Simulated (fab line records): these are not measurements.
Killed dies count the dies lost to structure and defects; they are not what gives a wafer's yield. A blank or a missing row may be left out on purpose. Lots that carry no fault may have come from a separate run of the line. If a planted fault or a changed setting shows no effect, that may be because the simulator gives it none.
Chamber matching + flow gf180mcu + GF_V2_CMP_04 on cmp-02: 4 sister chambers
The step polishes SiO2. 7 wafers are shown with their chamber, then 7 later ones without.

## EACH WAFER AND ITS CHAMBER
| wafer  | chamber | motor current A (A) | time to endpoint s (s) |
|--------|---------|---------------------|------------------------|
| L984.5 | 2       | 10.9                | 81                     |
| L987.6 | 2       | 10.4                | 77                     |
| L989.3 | 0       | 12.0                | 70                     |
| L989.4 | 3       | 12.1                | 70                     |
| L989.6 | 1       | 11.0                | 82                     |
| L101.1 | 0       | 12.0                | 69                     |
| L101.2 | 3       | 11.9                | 73                     |

## WAFERS WHOSE CHAMBER IS MISSING
| wafer  | motor current A (A) | time to endpoint s (s) |
|--------|---------------------|------------------------|
| L101.4 | 11.1                | 78                     |
| L102.1 | 11.3                | 69                     |
| L102.3 | 10.7                | 70                     |
| L102.5 | 12.4                | 72                     |
| L103.1 | 11.7                | 69                     |
| L103.2 | 10.9                | 84                     |
| L103.6 | 11.5                | 84                     |

## WHICH CHAMBER EACH WENT THROUGH
| wafer  | from the rows above               | in truth |
|--------|-----------------------------------|----------|
| L101.4 | can't be placed: 1 or 2           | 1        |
| L102.1 | can't be placed: 0 or 3           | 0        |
| L102.3 | can't be placed: 2 or 0 or 1 or 3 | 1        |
| L102.5 | can't be placed: 3 or 0           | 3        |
| L103.1 | can't be placed: 0 or 3           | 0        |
| L103.2 | can't be placed: 1 or 2           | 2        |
| L103.6 | 1                                 | 1        |
Correctly placed: 1 of 7. From these rows, 6 cannot be placed; in 6 the true chamber is one of the candidates. Placed wrongly: 0.
How it was worked out, from the rows above alone: a wafer's distance from a chamber is the root of the sum, over the readings, of the square of ((its reading less the chamber's mean) divided by the reading's scatter). The wafer belongs to the nearest chamber; if the next one is less than 2 further off, it can't be placed. For every chamber, the mean is computed from those of its wafers that are shown. The scatter is the square root of a quotient: the sum, over the shown wafers, of each reading's squared deviation from its chamber's mean, divided by wafers minus chambers.
